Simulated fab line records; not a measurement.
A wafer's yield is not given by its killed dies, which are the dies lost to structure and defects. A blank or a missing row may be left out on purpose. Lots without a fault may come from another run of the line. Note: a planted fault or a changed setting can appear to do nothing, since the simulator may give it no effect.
Which of the tools did it?    flow sky130    13 lots, 39 wafers sampled, at 4 steps of a route of 708

## WHAT THE GAUGES SHOWED, per wafer
SKY_VT_ADJUST_HVTR_CD_MEAS_07: target cd 380 nm.
lot   measured      on         cd nm (nm)
L148  day 9 22:16   cd sem-01  379.8 378.1 377.0
L149  day 10 05:34  cd sem-01  381.0 377.8 377.4
L150  day 10 08:01  cd sem-02  381.7 380.9 380.8
L151  day 10 21:29  cd sem-01  378.6 378.0 380.3
L152  day 11 06:17  cd sem-02  386.0 386.8 386.3
L153  day 11 07:35  cd sem-01  381.0 382.8 382.8
L154  day 11 16:19  cd sem-02  378.7 380.4 382.1
L155  day 12 00:44  cd sem-01  381.5 384.4 383.6
L158  day 12 14:16  cd sem-02  378.6 378.2 380.4
L166  day 15 14:12  cd sem-02  382.8 379.9 379.7
L167  day 15 22:57  cd sem-01  379.7 380.5 381.3
L168  day 16 05:21  cd sem-01  378.9 379.7 379.5
L169  day 16 11:02  cd sem-02  377.2 372.4 374.4

SKY_SONOS_TUNNEL_OVL_MEAS_08.
lot   measured      on          SONOS_TUNNEL_OVL (nm)
L148  day 11 20:53  overlay-02  -1.6 -2.2 -0.7
L149  day 12 05:29  overlay-01  2.1 0.7 0.7
L150  day 12 08:20  overlay-01  -1.8 -2.8 -1.5
L151  day 12 23:14  overlay-02  2.1 1.7 0.3
L152  day 13 07:38  overlay-01  -2.5 -3.1 -1.2
L153  day 13 10:53  overlay-01  -2.0 -1.4 -3.6
L154  day 13 18:41  overlay-02  -1.0 1.1 -2.1
L155  day 14 03:34  overlay-01  -1.6 0.5 0.6
L158  day 14 18:34  overlay-02  -1.5 0.5 1.2
L166  day 18 00:23  overlay-01  -4.7 -2.0 -3.2
L167  day 18 10:04  overlay-01  0.1 -0.8 -1.2
L168  day 18 16:32  overlay-02  0.6 1.2 -0.5
L169  day 18 22:53  overlay-02  1.9 -0.6 2.1

SKY_POLY_GATE_CD_MEAS_22.
lot   measured      on         cd nm (nm)
L148  day 16 21:16  cd sem-02  152.2 149.9 153.0
L149  day 17 07:05  cd sem-02  151.2 148.7 150.8
L150  day 17 15:17  cd sem-02  149.1 149.3 148.0
L151  day 18 02:51  cd sem-01  154.2 149.5 151.4
L152  day 18 23:11  cd sem-01  148.0 146.1 146.2
L153  day 18 17:29  cd sem-02  150.3 148.2 147.4
L154  day 19 12:30  cd sem-01  146.8 150.0 148.7
L155  day 19 22:06  cd sem-02  149.8 148.5 148.5
L158  day 20 10:18  cd sem-02  150.1 150.7 152.5
L166  day 23 19:07  cd sem-02  150.4 151.1 149.3
L167  day 24 06:34  cd sem-02  149.4 153.0 150.5
L168  day 24 08:10  cd sem-02  150.3 148.9 150.5
L169  day 24 20:43  cd sem-01  148.7 148.7 151.2

## EACH LOT AND THE TOOL THAT RAN IT (in order: tool; ch and the chambers of the sampled wafers; start)
lot   SKY_NWELL_EXPOSE_20
L148  iline stepper-01 ch 0, day 5 06:53
L149  iline stepper-01 ch 0, day 5 13:37
L150  iline stepper-02 ch 0, day 5 15:55
L151  iline stepper-02 ch 0, day 6 01:49
L152  iline stepper-01 ch 0, day 6 08:46
L153  iline stepper-01 ch 0, day 6 10:35
L154  iline stepper-01 ch 0, day 6 17:17
L155  iline stepper-02 ch 0, day 6 23:41
L158  iline stepper-02 ch 0, day 7 12:49
L166  iline stepper-01 ch 0, day 9 20:43
L167  iline stepper-02 ch 0, day 10 03:11
L168  iline stepper-01 ch 0, day 10 07:34
L169  iline stepper-02 ch 0, day 10 13:30
- SKY_NWELL_EXPOSE_20: exposes mask NWM COMPLEMENT, target cd 840 nm.

## AS READ BY THE TOOLS THEMSELVES (means over the sampled wafers that have a number; for cases with no such wafer, the mark the record gives instead)
SKY_NWELL_EXPOSE_20.
lot   tool              exposure dose mJ cm2
L148  iline stepper-01  260.42
L149  iline stepper-01  260.11
L150  iline stepper-02  260.10
L151  iline stepper-02  260.10
L152  iline stepper-01  259.44
L153  iline stepper-01  260.08
L154  iline stepper-01  260.17
L155  iline stepper-02  259.49
L158  iline stepper-02  260.06
L166  iline stepper-01  260.00
L167  iline stepper-02  259.74
L168  iline stepper-01  259.92
L169  iline stepper-02  260.15

## THE ANSWER, worked out from the rows above alone
Rule: what is usual is taken from the lots themselves. Put in order of their means at a reading, lots are off if they are a third of the lots or fewer, leave a main group of 4 or more, and stand apart from it by a gap of 3 or more times the standard deviation of the main group's means; of several such gaps the widest counts. If all means in a main group match to the digits the tables above print for the reading, that group is not used. Also off: a lot with no number at a reading for which 4 or more lots have one. All remaining lots with rows at the step are treated as sound. Order of review: gauges by route order, followed by the tools' own readings, for which a lot's mean as printed above is used. At the first step where some lot is off, the reading lying furthest off is the one used; lots without a number count as furthest.
No lot is off on any of the readings shown, so nothing can be concluded from this.

## WHAT HAD BEEN PUT IN BY THE SIMULATOR
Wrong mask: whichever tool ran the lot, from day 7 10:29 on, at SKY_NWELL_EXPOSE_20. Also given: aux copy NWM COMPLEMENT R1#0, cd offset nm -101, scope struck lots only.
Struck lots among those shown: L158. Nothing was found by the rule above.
